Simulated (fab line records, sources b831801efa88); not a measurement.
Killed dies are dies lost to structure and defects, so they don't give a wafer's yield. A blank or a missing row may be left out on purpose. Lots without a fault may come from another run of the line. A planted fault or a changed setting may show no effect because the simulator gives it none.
Problem report in the 8D (eight disciplines) form, filled by code | flow gf180mcu | the parts of the form that need people (team, actions taken, sign-off) are left out

1. THE PROBLEM
cathode_dc_power_W at GF_M3_SPUTTER_04 reads a mean of 7870.1 W on 1 wafer of 1 lot; wafers without a fault read 6500.0 W with a standard deviation of 1.1. That is +99 or more standard deviations from the usual mean.
The step: material TiN, target thk 50 nm, time 41.7 s.
First seen on wafer L552.2, day 26 04:56, on pvd_sputter-04. The record holds 15 wafers of 5 lots with a number at this step. Rule for "out", or "out of limits": more than 4 standard deviations from the usual mean. The other wafers with a number count as sound.

2. WHAT IT IS AND WHAT IT IS NOT
question                    | is                 | is not
which readings at this step | cathode_dc_power_W | throttle_valve_pct
which lots                  | L552               | L537, L545, L553, L557
which wafers of those lots  | L552.2             | L552.1, L552.3
read on which tools         | pvd_sputter-04     | pvd_sputter-02
when                        | from day 26 04:56  | up to then (8 sound wafers); but 6 sound wafers of L553, L557 came after

3. SUSPECTS, AND WHAT RULES EACH OUT
Counting: a tool at a process step up to the reading stays a suspect if it ran every lot that is out. Sound lots after the first of them don't rule it out here, since some wafers of a struck lot are sound.
- cmp-02 at GF_V2_CMP_26 (polishes, stops on SiO2, t overpolish 15 s, target thk 0 nm): kept. It ran the lot that is out, L552 (day 26 04:28); its last sound lot up to then is L545 (day 24 03:59).
- pvd_sputter-04 at GF_M3_SPUTTER_03 (material Ti, target thk 10 nm, time 6.7 s): kept. It ran the lot that is out, L552 (day 26 04:55); its last sound lot up to then is L537 (day 21 03:48).
- pvd_sputter-04 at GF_M3_SPUTTER_04 (material TiN, target thk 50 nm, time 41.7 s): kept. It ran the lot that is out, L552 (day 26 04:56); its last sound lot up to then is L537 (day 21 03:49). Its own readings are out on those wafers: cathode_dc_power_W.
- Within cmp-02 at GF_V2_CMP_26: the wafers that are out ran in chamber 1; their sound lot-mates ran in chambers 0, 3.
Left after counting: cmp-02 at GF_V2_CMP_26, pvd_sputter-04 at GF_M3_SPUTTER_03, pvd_sputter-04 at GF_M3_SPUTTER_04.

4. THE CAUSE (what the simulator had put in)
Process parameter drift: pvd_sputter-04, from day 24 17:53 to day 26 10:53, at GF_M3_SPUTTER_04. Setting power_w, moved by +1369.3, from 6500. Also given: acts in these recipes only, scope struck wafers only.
Counting left 3 suspects, and this tool is among them.

5. THE CHAIN OF EFFECTS, in route order
Each row: a reading whose mean over the struck wafers that have a number lies more than 3 standard deviations from the usual. Only readings for which the record gives a usual standard deviation are gone through. hours: the time from each lot's start at the first step in this table that gives one to its start at this step, as a median over the lots. sigmas: the change in usual standard deviations.
hours | step             | reading            | usual    | on struck wafers | change  | sigmas
0     | GF_M3_SPUTTER_04 | cathode_dc_power_W | 6500.0 W | 7870.1           | +1370.1 | +99 or more
The process steps in it:
- GF_M3_SPUTTER_04: material TiN, target thk 50 nm, time 41.7 s.
Later measuring or inspecting steps at which every struck wafer that the step has a row for has a number for every such reading, and none has moved that far: GF_M3_RS_MEAS_05, GF_M3_THK_MEAS_06, GF_M3_CD_MEAS_14, GF_M3_OVL_MEAS_15, GF_V3_THK_MEAS_01, GF_V3_THK_MEAS_03, GF_V3_BOW_MEAS_05.

6. WHAT WOULD HAVE CAUGHT IT SOONER
In this record the first reading out of limits was taken at day 26 04:56, 35 hours after the fault began at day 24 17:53.
